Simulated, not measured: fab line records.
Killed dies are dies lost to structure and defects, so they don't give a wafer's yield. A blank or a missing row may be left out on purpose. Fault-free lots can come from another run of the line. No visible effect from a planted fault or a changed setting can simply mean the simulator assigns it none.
A sampling plan put to the test | flow gf180mcu | 7 faults told of in these records, all on one fab line, each judged by the records of the lots it struck
The plan is the line's own looks: the steps of the route at which a gauge or an inspection reads the wafer and doesn't change it. A look can be judged if struck wafers have a number there and the file gives its usual mean and standard deviation on fault-free wafers. Caught: the struck wafers' mean, at a look after the fault's first step, is 4 or more of those standard deviations (sigma) away from the usual mean. On the tool: here the same test is run on the tool's own readings at the fault's steps. If the struck wafers alone have a blank record, or they carry another recipe, that too counts as caught.

== THE FAULTS, as the simulator had put them in ==
1. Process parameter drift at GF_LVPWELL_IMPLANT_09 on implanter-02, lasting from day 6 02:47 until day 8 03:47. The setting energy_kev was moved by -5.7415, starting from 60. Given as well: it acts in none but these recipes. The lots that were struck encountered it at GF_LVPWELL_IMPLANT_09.
2. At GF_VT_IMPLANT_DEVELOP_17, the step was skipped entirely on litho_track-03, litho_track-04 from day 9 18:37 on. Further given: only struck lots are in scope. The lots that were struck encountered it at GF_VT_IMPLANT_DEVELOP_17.
3. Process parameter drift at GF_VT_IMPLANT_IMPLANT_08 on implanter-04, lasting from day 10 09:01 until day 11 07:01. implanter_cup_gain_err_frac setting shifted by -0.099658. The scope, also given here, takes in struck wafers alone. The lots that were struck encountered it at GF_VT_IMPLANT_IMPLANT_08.
4. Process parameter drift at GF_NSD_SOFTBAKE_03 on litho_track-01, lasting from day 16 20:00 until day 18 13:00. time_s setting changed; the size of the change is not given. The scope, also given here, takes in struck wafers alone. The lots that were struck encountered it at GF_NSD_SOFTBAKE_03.
5. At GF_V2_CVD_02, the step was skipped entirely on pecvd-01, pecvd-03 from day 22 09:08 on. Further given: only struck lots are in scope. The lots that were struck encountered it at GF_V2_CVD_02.
6. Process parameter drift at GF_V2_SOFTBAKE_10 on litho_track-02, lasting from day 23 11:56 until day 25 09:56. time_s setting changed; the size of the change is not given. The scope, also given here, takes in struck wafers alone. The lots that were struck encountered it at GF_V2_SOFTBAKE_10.
7. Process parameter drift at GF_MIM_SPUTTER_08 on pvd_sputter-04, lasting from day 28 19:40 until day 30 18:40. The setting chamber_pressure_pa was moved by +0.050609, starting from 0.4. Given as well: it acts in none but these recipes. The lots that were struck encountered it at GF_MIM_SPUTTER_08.

== WHAT THE PLAN SAW ==
fault | on the tool itself                               | first look that catches it                      | reading, sigma | median hours from its first step to that look | hours from the fault's start to the first struck lot there | judged looks passed uncaught
1     | beam_energy_keV -99 or beyond sigma              | no look after it can be judged                  | -              | -                                             | -                                                          | 0
2     | the tool's record is blank for the struck wafers | no look after it can be judged                  | -              | -                                             | -                                                          | 0
3     | beam_on_s +6.0 sigma                             | none of the 2 looks that can be judged after it | -              | -                                             | -                                                          | 2
4     | heater_power_total_W +25 sigma                   | not the one look that can be judged after it    | -              | -                                             | -                                                          | 1
5     | the tool's record is blank for the struck wafers | no look after it can be judged                  | -              | -                                             | -                                                          | 0
6     | run_length_s -23 sigma                           | no look after it can be judged                  | -              | -                                             | -                                                          | 0
7     | chamber_pressure_pa +63 sigma                    | no look after it can be judged                  | -              | -                                             | -                                                          | 0
Dash: fault not caught, or number not given in these records.

Caught at a look: 0 of 7. Caught on the tool: 7 of 7. By one or the other: 7 of 7.
Faults caught by the tool alone: 1, 2, 3, 4, 5, 6, 7.
